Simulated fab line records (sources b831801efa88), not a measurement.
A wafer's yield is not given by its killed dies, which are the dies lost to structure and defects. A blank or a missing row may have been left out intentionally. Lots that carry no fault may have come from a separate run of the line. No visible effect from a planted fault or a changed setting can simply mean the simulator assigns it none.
Which tool did it? + flow gf180mcu + 30 wafers from 10 lots sampled at 5 of the route's 602 steps

## WHAT THE GAUGES READ, wafer by wafer
GF_STI_CD_MEAS_12: the cd target is 220 nm.
| lot  | measured    | on        | cd_nm (nm)                          |
|------|-------------|-----------|-------------------------------------|
| L582 | day 2 00:43 | cd_sem-01 | 220.2 219.0 220.5                   |
| L583 | day 2 07:41 | cd_sem-02 | 218.2 218.2 219.2                   |
| L584 | day 2 12:25 | cd_sem-02 | 221.4 219.4 220.4                   |
| L585 | day 2 16:35 | cd_sem-02 | 219.7 219.8 219.9                   |
| L586 | day 2 21:39 | cd_sem-01 | 220.7 220.6 218.6                   |
| L587 | day 3 04:49 | cd_sem-02 | 220.7 220.6 219.7                   |
| L588 | day 3 08:41 | cd_sem-02 | 218.8 219.4 219.0                   |
| L589 | day 3 14:09 | cd_sem-02 | 219.6 220.2 221.6                   |
| L594 | day 4 19:09 | cd_sem-01 | 210.8 217.2 211.6 210.9 216.8 212.0 |
| L595 | day 4 23:16 | cd_sem-01 | 220.0 219.0 220.0                   |

GF_VT_IMPLANT_OVL_MEAS_40.
| lot  | measured     | on         | VT_IMPLANT_03_OVL (nm) |
|------|--------------|------------|------------------------|
| L582 | day 7 08:38  | overlay-01 | 2.3 3.6 0.6            |
| L583 | day 7 13:54  | overlay-01 | 1.5 4.2 2.7            |
| L584 | day 8 02:29  | overlay-01 | 3.4 2.7 0.3            |
| L585 | day 8 05:25  | overlay-01 | 1.5 1.4 -0.3           |
| L586 | day 8 10:14  | overlay-01 | 1.9 1.6 0.2            |
| L587 | day 8 21:39  | overlay-01 | -0.9 -0.7 -0.1         |
| L588 | day 9 01:43  | overlay-01 | 0.9 -1.8 -0.7          |
| L589 | day 9 13:50  | overlay-01 | 3.3 3.9 1.8            |
| L594 | day 11 07:05 | overlay-01 | -2.3 -2.6 -0.7         |
| L595 | day 11 07:45 | overlay-01 | 2.2 1.3 0.6            |

GF_POLY_GATE_CD_MEAS_10: the cd target is 280 nm.
| lot  | measured     | on        | cd_nm (nm)        |
|------|--------------|-----------|-------------------|
| L582 | day 9 00:46  | cd_sem-02 | 279.9 278.6 280.7 |
| L583 | day 9 05:51  | cd_sem-02 | 279.3 280.4 281.0 |
| L584 | day 9 19:17  | cd_sem-01 | 281.5 280.3 280.1 |
| L585 | day 9 21:16  | cd_sem-02 | 282.8 281.3 281.7 |
| L586 | day 10 01:44 | cd_sem-02 | 281.2 280.6 280.6 |
| L587 | day 10 14:39 | cd_sem-01 | 278.2 279.4 279.0 |
| L588 | day 10 18:47 | cd_sem-01 | 280.6 280.1 280.8 |
| L589 | day 11 06:47 | cd_sem-02 | 280.7 280.1 280.6 |
| L594 | day 13 03:14 | cd_sem-01 | 280.9 280.2 279.9 |
| L595 | day 13 03:22 | cd_sem-02 | 280.1 278.0 279.0 |

## WHICH TOOL RAN EACH LOT (tool, then ch and the chambers of the sampled wafers, then the start)
| lot  | GF_STI_EXPOSE_09                 | GF_MVPSD_STRIP_10                   |
|------|----------------------------------|-------------------------------------|
| L582 | krf_scanner-02 ch 0, day 1 19:24 | plasma_asher-04 ch 0,1, day 4 23:14 |
| L583 | krf_scanner-01 ch 0, day 2 01:42 | plasma_asher-03 ch 0,1, day 5 04:11 |
| L584 | krf_scanner-01 ch 0, day 2 06:24 | plasma_asher-01 ch 0,1, day 5 13:59 |
| L585 | krf_scanner-02 ch 0, day 2 10:41 | plasma_asher-01 ch 0,1, day 5 16:28 |
| L586 | krf_scanner-01 ch 0, day 2 15:46 | plasma_asher-01 ch 0,1, day 5 20:43 |
| L587 | krf_scanner-01 ch 0, day 2 22:42 | plasma_asher-04 ch 0,1, day 6 06:20 |
| L588 | krf_scanner-01 ch 0, day 3 02:22 | plasma_asher-01 ch 0,1, day 6 10:13 |
| L589 | krf_scanner-02 ch 0, day 3 07:55 | plasma_asher-01 ch 0,1, day 6 20:47 |
| L594 | krf_scanner-01 ch 0, day 4 12:51 | plasma_asher-03 ch 0,1, day 8 07:59 |
| L595 | krf_scanner-02 ch 0, day 4 17:06 | plasma_asher-04 ch 0,1, day 8 11:20 |
- GF_STI_EXPOSE_09: exposes mask COMP, target cd 220 nm.
- GF_MVPSD_STRIP_10: strips in O2/N2.

## AS READ BY THE TOOLS THEMSELVES (means over the sampled wafers that have a number; for cases with no such wafer, the mark the record gives instead)
GF_STI_EXPOSE_09.
| lot  | tool           | exposure_dose_mJ_cm2 |
|------|----------------|----------------------|
| L582 | krf_scanner-02 | 27.940               |
| L583 | krf_scanner-01 | 27.988               |
| L584 | krf_scanner-01 | 27.990               |
| L585 | krf_scanner-02 | 27.983               |
| L586 | krf_scanner-01 | 27.956               |
| L587 | krf_scanner-01 | 27.991               |
| L588 | krf_scanner-01 | 27.964               |
| L589 | krf_scanner-02 | 27.986               |
| L594 | krf_scanner-01 | 27.222               |
| L595 | krf_scanner-02 | 28.010               |

GF_MVPSD_STRIP_10.
| lot  | tool            | drypump_motor_current_A (A) | heater_power_w (W) | oes_product_au (a.u.) | strip_time_to_endpoint_s (s) |
|------|-----------------|-----------------------------|--------------------|-----------------------|------------------------------|
| L582 | plasma_asher-04 | 5.4                         | 329                | 0.725                 | 37.03                        |
| L583 | plasma_asher-03 | 6.5                         | 341                | 0.725                 | 36.86                        |
| L584 | plasma_asher-01 | 5.4                         | 342                | 0.720                 | 37.00                        |
| L585 | plasma_asher-01 | 5.6                         | 337                | 0.726                 | 36.96                        |
| L586 | plasma_asher-01 | 5.5                         | 343                | 0.723                 | 36.73                        |
| L587 | plasma_asher-04 | 5.4                         | 317                | 0.722                 | 36.82                        |
| L588 | plasma_asher-01 | 5.6                         | 331                | 0.729                 | 36.86                        |
| L589 | plasma_asher-01 | 5.6                         | 336                | 0.722                 | 36.91                        |
| L594 | plasma_asher-03 | 6.4                         | 338                | 0.725                 | 36.89                        |
| L595 | plasma_asher-04 | 5.4                         | 316                | 0.723                 | 37.04                        |

## THE ANSWER, worked out from the rows above alone
Rule: the usual values come from the lots themselves. The widest of any qualifying gaps counts: lots, ordered by their means at a reading, are off when they make up no more than a third of the lots, leave a main group of 4 or more, and stand apart from it by 3 or more times the standard deviation of that group's means. A main group is skipped when, at the precision printed for the reading in the tables above, its means are all equal. Also off: a lot with no number at a reading for which 4 or more lots have one. The other lots that the step has rows for count as sound. After the gauges, taken in route order, come the tools' own readings; for these a lot's mean is taken, as printed above. At the first step where some lot is off, the reading lying furthest off is the one used; lots without a number count as furthest.
Off, at GF_STI_CD_MEAS_12 on cd_nm: L594. Main group: mean 219.8 nm, sd 0.6.
A tool fits if, at a process step before that reading, it ran every lot that is off, and no sound lot after the first of them. The gauges at GF_STI_CD_MEAS_12 aren't tried: what is off there is off at GF_STI_EXPOSE_09 too, on other tools, and a gauge's error can't cause that. One fits: krf_scanner-01 at GF_STI_EXPOSE_09. Its last sound lot is L588 (day 3 02:22), its first lot that is off L594 (day 4 12:51): a fault that began between those two fits.
On the lots that are off, the tool's own readings at GF_STI_EXPOSE_09 differ by more than 5 times the standard deviation of the sound lots' means, which bears it out; exposure_dose_mJ_cm2 reads 27.222 there versus 27.979 on the sound lots.

## WHAT THE SIMULATOR PUT IN
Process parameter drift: krf_scanner-01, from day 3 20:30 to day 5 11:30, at GF_STI_EXPOSE_09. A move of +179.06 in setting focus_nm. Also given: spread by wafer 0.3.
Shown lots that were struck: L594. The rule above found the same.
